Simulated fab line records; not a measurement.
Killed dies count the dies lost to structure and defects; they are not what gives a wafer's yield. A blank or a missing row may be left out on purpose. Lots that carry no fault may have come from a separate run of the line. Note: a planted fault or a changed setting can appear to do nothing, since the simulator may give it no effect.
Which tool is to blame?    flow gf180mcu    24 lots, 72 wafers sampled, at 3 steps of a route of 602

WHAT THE GAUGES READ, wafer by wafer
GF_STI_THK_MEAS_22.
lot   measured     on            STI_OXIDATION_01_THK (nm)
L074  day 2 06:24  filmMetro-01  15.21 15.32 15.27
L075  day 2 08:39  filmMetro-03  14.82 14.80 14.99
L076  day 2 13:34  filmMetro-01  14.96 15.00 14.78
L077  day 2 18:31  filmMetro-01  15.36 15.22 15.17
L078  day 3 00:38  filmMetro-01  14.99 14.77 14.67
L079  day 3 04:40  filmMetro-01  15.26 15.24 15.43
L080  day 3 10:16  filmMetro-01  14.91 14.83 14.75
L081  day 3 16:16  filmMetro-01  14.72 14.71 14.69
L082  day 3 20:46  filmMetro-03  15.19 15.26 15.02
L083  day 4 03:14  filmMetro-03  15.41 15.19 15.19
L084  day 4 08:46  filmMetro-03  15.56 15.44 15.79
L085  day 4 13:50  filmMetro-04  15.27 15.14 15.17
L086  day 4 16:46  filmMetro-04  15.11 15.32 14.99
L087  day 5 01:11  filmMetro-01  15.53 15.15 15.05
L088  day 5 06:41  filmMetro-01  15.15 15.04 15.44
L089  day 5 11:07  filmMetro-01  15.17 14.95 15.41
L090  day 5 15:43  filmMetro-01  15.36 15.04 14.99
L091  day 5 19:38  filmMetro-03  15.09 15.24 15.14
L092  day 6 01:26  filmMetro-01  15.11 15.13 15.08
L093  day 6 07:50  filmMetro-04  15.15 15.17 15.12
L094  day 6 12:38  filmMetro-03  15.04 15.03 15.06
L095  day 6 17:05  filmMetro-03  14.26 14.30 14.59
L096  day 6 23:59  filmMetro-01  14.93 15.18 15.27
L097  day 7 02:25  filmMetro-01  15.30 15.10 15.20

GF_M2_THK_MEAS_06: measures by xrf.
lot   measured      on            M2_ALCU_THK (nm)
L074  day 18 10:41  filmMetro-01  453 455 450
L075  day 18 16:51  filmMetro-01  443 449 449
L076  day 19 06:22  filmMetro-02  453 457 455
L077  day 19 08:24  filmMetro-01  462 448 458
L078  day 20 09:23  filmMetro-04  463 459 470
L079  day 20 05:41  filmMetro-01  460 459 465
L080  day 20 13:51  filmMetro-01  449 441 447
L081  day 20 22:37  filmMetro-02  458 453 459
L082  day 21 06:40  filmMetro-01  448 451 444
L083  day 22 00:32  filmMetro-04  447 450 453
L084  day 22 07:16  filmMetro-01  463 462 461
L085  day 22 16:40  filmMetro-01  463 450 462
L086  day 22 19:41  filmMetro-01  453 453 460
L087  day 23 10:31  filmMetro-01  453 457 455
L088  day 23 19:05  filmMetro-02  452 447 450
L089  day 24 03:49  filmMetro-02  455 454 456
L090  day 24 04:29  filmMetro-04  456 459 455
L091  day 24 15:16  filmMetro-01  457 459 463
L092  day 24 23:07  filmMetro-04  447 452 448
L093  day 25 04:19  filmMetro-04  452 451 450
L094  day 25 17:10  filmMetro-02  457 458 457
L095  day 25 17:28  filmMetro-01  448 449 445
L096  day 26 02:35  filmMetro-04  452 456 460
L097  day 26 05:41  filmMetro-04  458 461 451

EACH LOT AND THE TOOL THAT RAN IT (in order: tool; ch and the chambers of the sampled wafers; start)
lot   GF_M2_SPUTTER_01
L074  pvdSputter-02, day 18 10:26
L075  pvdSputter-04, day 18 16:36
L076  pvdSputter-03, day 19 06:06
L077  pvdSputter-04, day 19 08:10
L078  pvdSputter-03, day 20 09:08
L079  pvdSputter-02, day 20 05:25
L080  pvdSputter-04, day 20 13:36
L081  pvdSputter-02, day 20 22:22
L082  pvdSputter-03, day 21 06:25
L083  pvdSputter-04, day 22 00:17
L084  pvdSputter-02, day 22 07:01
L085  pvdSputter-02, day 22 16:24
L086  pvdSputter-03, day 22 19:26
L087  pvdSputter-02, day 23 10:16
L088  pvdSputter-04, day 23 18:51
L089  pvdSputter-02, day 24 03:34
L090  pvdSputter-04, day 24 04:14
L091  pvdSputter-02, day 24 15:01
L092  pvdSputter-04, day 24 22:52
L093  pvdSputter-02, day 25 03:59
L094  pvdSputter-03, day 25 16:54
L095  pvdSputter-04, day 25 17:13
L096  pvdSputter-02, day 26 02:20
L097  pvdSputter-03, day 26 05:26
- GF_M2_SPUTTER_01: material TiN, target thk 30 nm, time 25 s.

AS READ BY THE TOOLS THEMSELVES (means over the sampled wafers that have a number; for cases with no such wafer, the mark the record gives instead)
GF_M2_SPUTTER_01.
lot   tool           throttleValvePct (%)
L074  pvdSputter-02  28.8
L075  pvdSputter-04  29.2
L076  pvdSputter-03  30.2
L077  pvdSputter-04  29.2
L078  pvdSputter-03  29.7
L079  pvdSputter-02  29.4
L080  pvdSputter-04  29.5
L081  pvdSputter-02  28.7
L082  pvdSputter-03  29.9
L083  pvdSputter-04  29.3
L084  pvdSputter-02  29.5
L085  pvdSputter-02  30.2
L086  pvdSputter-03  31.0
L087  pvdSputter-02  30.2
L088  pvdSputter-04  28.8
L089  pvdSputter-02  29.3
L090  pvdSputter-04  29.7
L091  pvdSputter-02  29.2
L092  pvdSputter-04  28.8
L093  pvdSputter-02  29.3
L094  pvdSputter-03  30.0
L095  pvdSputter-04  28.9
L096  pvdSputter-02  29.1
L097  pvdSputter-03  29.5

THE ANSWER, worked out from the rows above alone
Rule: what is usual is taken from the lots themselves. Put in order of their means at a reading, lots are off if they are a third of the lots or fewer, leave a main group of 4 or more, and stand apart from it by a gap of 3 or more times the standard deviation of the main group's means; of several such gaps the widest counts. A main group is skipped when, at the precision printed for the reading in the tables above, its means are all equal. A lot without any number at a reading at which 4 lots or more have one is off too. The other lots that the step has rows for count as sound. After the gauges, taken in route order, come the tools' own readings; for these a lot's mean is taken, as printed above. At the first step where some lot is off, the reading lying furthest off is the one used; lots without a number count as furthest.
No lot is off on any of the readings shown, so nothing can be concluded from this.

WHAT THE SIMULATOR HAD INSERTED
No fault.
